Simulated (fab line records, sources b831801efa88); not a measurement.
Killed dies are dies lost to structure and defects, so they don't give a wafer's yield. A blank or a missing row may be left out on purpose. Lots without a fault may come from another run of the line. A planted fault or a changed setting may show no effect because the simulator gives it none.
Which tool did it? | flow sky130 | 12 lots, 36 wafers sampled, at 5 steps of a route of 708

WHAT THE GAUGES READ, wafer by wafer
SKY_LDD_LDN_OVL_MEAS_07.
lot  | measured     | on         | LDD_LDN_OVL (nm)
L231 | day 22 21:52 | overlay-02 | 0.9 0.3 0.1
L232 | day 23 03:28 | overlay-02 | 0.8 2.3 2.7
L235 | day 25 01:37 | overlay-01 | 1.9 3.0 3.7
L239 | day 25 22:18 | overlay-02 | -1.3 -0.7 -1.8
L240 | day 26 06:25 | overlay-02 | -1.6 0.5 0.0
L242 | day 27 01:07 | overlay-02 | -0.6 -1.1 -0.1
L244 | day 27 13:48 | overlay-02 | 0.1 -0.3 -0.3
L247 | day 28 12:22 | overlay-01 | 0.0 0.9 0.1
L248 | day 28 21:23 | overlay-02 | -0.9 0.1 -1.3
L250 | day 29 11:39 | overlay-02 | -51.6 -50.4 -51.7
L251 | day 29 14:50 | overlay-02 | -51.2 -50.3 -51.7
L252 | day 29 23:53 | overlay-02 | -51.9 -51.2 -50.9

SKY_SPACER_THK_MEAS_01.
lot  | measured     | on            | SPACER_CVD_00_THK (nm)
L231 | day 22 23:56 | film_metro-03 | 43.2 42.9 43.1
L232 | day 23 05:32 | film_metro-02 | 43.8 43.2 44.0
L235 | day 25 03:41 | film_metro-02 | 43.0 42.8 43.0
L239 | day 26 00:21 | film_metro-02 | 42.9 43.4 43.6
L240 | day 26 08:29 | film_metro-01 | 43.2 43.5 43.1
L242 | day 27 04:05 | film_metro-02 | 43.2 43.1 43.1
L244 | day 27 15:51 | film_metro-01 | 42.6 42.4 42.4
L247 | day 28 15:41 | film_metro-01 | 42.8 42.9 42.8
L248 | day 29 00:28 | film_metro-03 | 43.0 43.0 42.8
L250 | day 29 13:43 | film_metro-01 | 42.2 42.2 42.4
L251 | day 29 17:20 | film_metro-03 | 43.3 43.2 43.1
L252 | day 30 01:57 | film_metro-03 | 42.8 43.0 43.1

WHICH TOOL RAN EACH LOT (tool, then ch and the chambers of the sampled wafers, then the start)
lot  | SKY_POLY_GATE_STRIP_18               | SKY_LDD_N_STRIP_16                   | SKY_LDD_LDN_EXPOSE_04
L231 | plasma_asher-04 ch 0,1, day 16 11:01 | plasma_asher-03 ch 0,1, day 17 19:31 | iline_stepper-02 ch 0, day 22 07:27
L232 | plasma_asher-04 ch 0,1, day 16 16:14 | plasma_asher-02 ch 1, day 18 00:51   | iline_stepper-02 ch 0, day 22 12:44
L235 | plasma_asher-01 ch 0,1, day 18 13:46 | plasma_asher-02 ch 0,1, day 19 23:55 | iline_stepper-01 ch 0, day 24 10:44
L239 | plasma_asher-01 ch 0,1, day 19 14:11 | plasma_asher-03 ch 0,1, day 20 22:47 | iline_stepper-01 ch 0, day 25 08:04
L240 | plasma_asher-01 ch 0,1, day 19 22:07 | plasma_asher-01 ch 0,1, day 21 06:44 | iline_stepper-01 ch 0, day 25 15:51
L242 | plasma_asher-02 ch 0, day 20 16:05   | plasma_asher-01 ch 0,1, day 22 02:26 | iline_stepper-02 ch 0, day 26 10:38
L244 | plasma_asher-01 ch 0,1, day 21 03:08 | plasma_asher-03 ch 0,1, day 22 14:15 | iline_stepper-01 ch 0, day 26 23:20
L247 | plasma_asher-02 ch 0,1, day 22 07:13 | plasma_asher-02 ch 0,1, day 23 15:35 | iline_stepper-02 ch 0, day 27 22:38
L248 | plasma_asher-02 ch 0,1, day 22 15:32 | plasma_asher-02 ch 0,1, day 24 00:53 | iline_stepper-01 ch 0, day 28 07:56
L250 | plasma_asher-01 ch 0,1, day 23 06:55 | plasma_asher-03 ch 0,1, day 24 15:52 | iline_stepper-01 ch 0, day 28 22:20
L251 | plasma_asher-02 ch 0,1, day 23 13:05 | plasma_asher-03 ch 0,1, day 24 21:14 | iline_stepper-01 ch 0, day 29 01:51
L252 | plasma_asher-01 ch 0,1, day 23 19:49 | plasma_asher-02 ch 0,1, day 25 04:45 | iline_stepper-01 ch 0, day 29 09:38
- SKY_POLY_GATE_STRIP_18: strips in O2/N2.
- SKY_LDD_N_STRIP_16: strips in O2/N2.
- SKY_LDD_LDN_EXPOSE_04: exposes mask LDNTM, target cd 700 nm.

WHAT THE TOOLS THEMSELVES READ (means of the sampled wafers that have a number; where no wafer has one, the mark that the record gives instead)
SKY_POLY_GATE_STRIP_18.
lot  | tool            | chamber_pressure_mTorr (mTorr) | drypump_motor_current_A (A) | oes_product_au (a.u.) | strip_time_to_endpoint_s (s)
L231 | plasma_asher-04 | 1500.2                         | 5.4                         | 0.358                 | 3.16
L232 | plasma_asher-04 | 1498.9                         | 5.5                         | 0.358                 | 3.13
L235 | plasma_asher-01 | 1499.4                         | 6.1                         | 0.359                 | 3.09
L239 | plasma_asher-01 | 1499.2                         | 6.1                         | 0.364                 | 3.23
L240 | plasma_asher-01 | 1499.9                         | 6.4                         | 0.360                 | 3.18
L242 | plasma_asher-02 | 1500.1                         | 6.0                         | 0.359                 | 3.16
L244 | plasma_asher-01 | 1501.4                         | 6.4                         | 0.357                 | 3.13
L247 | plasma_asher-02 | 1501.1                         | 5.8                         | 0.365                 | 3.12
L248 | plasma_asher-02 | 1499.1                         | 5.9                         | 0.360                 | 3.21
L250 | plasma_asher-01 | 1500.0                         | 6.4                         | 0.360                 | 3.15
L251 | plasma_asher-02 | 1501.0                         | 5.9                         | 0.363                 | 3.22
L252 | plasma_asher-01 | 1500.0                         | 6.4                         | 0.366                 | 3.22

SKY_LDD_N_STRIP_16.
lot  | tool            | chamber_pressure_mTorr (mTorr) | drypump_motor_current_A (A) | oes_product_au (a.u.) | strip_time_to_endpoint_s (s)
L231 | plasma_asher-03 | 1500.0                         | 5.3                         | 0.407                 | 4.300
L232 | plasma_asher-02 | 1498.4                         | 5.7                         | 0.406                 | 4.320
L235 | plasma_asher-02 | 1499.5                         | 5.8                         | 0.409                 | 4.320
L239 | plasma_asher-03 | 1501.3                         | 5.3                         | 0.400                 | 4.294
L240 | plasma_asher-01 | 1499.3                         | 6.4                         | 0.408                 | 4.311
L242 | plasma_asher-01 | 1500.3                         | 6.4                         | 0.407                 | 4.314
L244 | plasma_asher-03 | 1500.1                         | 5.3                         | 0.409                 | 4.312
L247 | plasma_asher-02 | 1500.3                         | 5.8                         | 0.405                 | 4.324
L248 | plasma_asher-02 | 1499.8                         | 5.9                         | 0.408                 | 4.320
L250 | plasma_asher-03 | 1499.9                         | 5.3                         | 0.411                 | 4.318
L251 | plasma_asher-03 | 1498.3                         | 5.2                         | 0.407                 | 4.299
L252 | plasma_asher-02 | 1499.9                         | 5.9                         | 0.404                 | 4.300

THE ANSWER, worked out from the rows above alone
Rule: what is usual is taken from the lots themselves. Put in order of their means at a reading, lots are off if they are a third of the lots or fewer, leave a main group of 4 or more, and stand apart from it by a gap of 3 or more times the standard deviation of the main group's means; of several such gaps the widest counts. A main group whose means are all the same, to the digits that the tables above print for the reading, isn't used. A lot without any number at a reading at which 4 lots or more have one is off too. The other lots that the step has rows for count as sound. The gauges are gone through in route order, then the tools' own readings, and for those a lot's mean is taken as printed above. The first step at which some lot is off is used, and at that step the reading that is off furthest; a lot without a number counts as furthest.
Off: L250, L251, L252, at SKY_LDD_LDN_OVL_MEAS_07 (LDD_LDN_OVL). The main group: mean 0.3 nm, standard deviation 1.3.
A tool fits if, at a process step before that reading, it ran every lot that is off, and no sound lot after the first of them. The gauges at SKY_LDD_LDN_OVL_MEAS_07 are tried like those tools. Can't be told from this: 2 tools fit, iline_stepper-01 at SKY_LDD_LDN_EXPOSE_04, overlay-02 at SKY_LDD_LDN_OVL_MEAS_07.

WHAT THE SIMULATOR HAD PUT IN
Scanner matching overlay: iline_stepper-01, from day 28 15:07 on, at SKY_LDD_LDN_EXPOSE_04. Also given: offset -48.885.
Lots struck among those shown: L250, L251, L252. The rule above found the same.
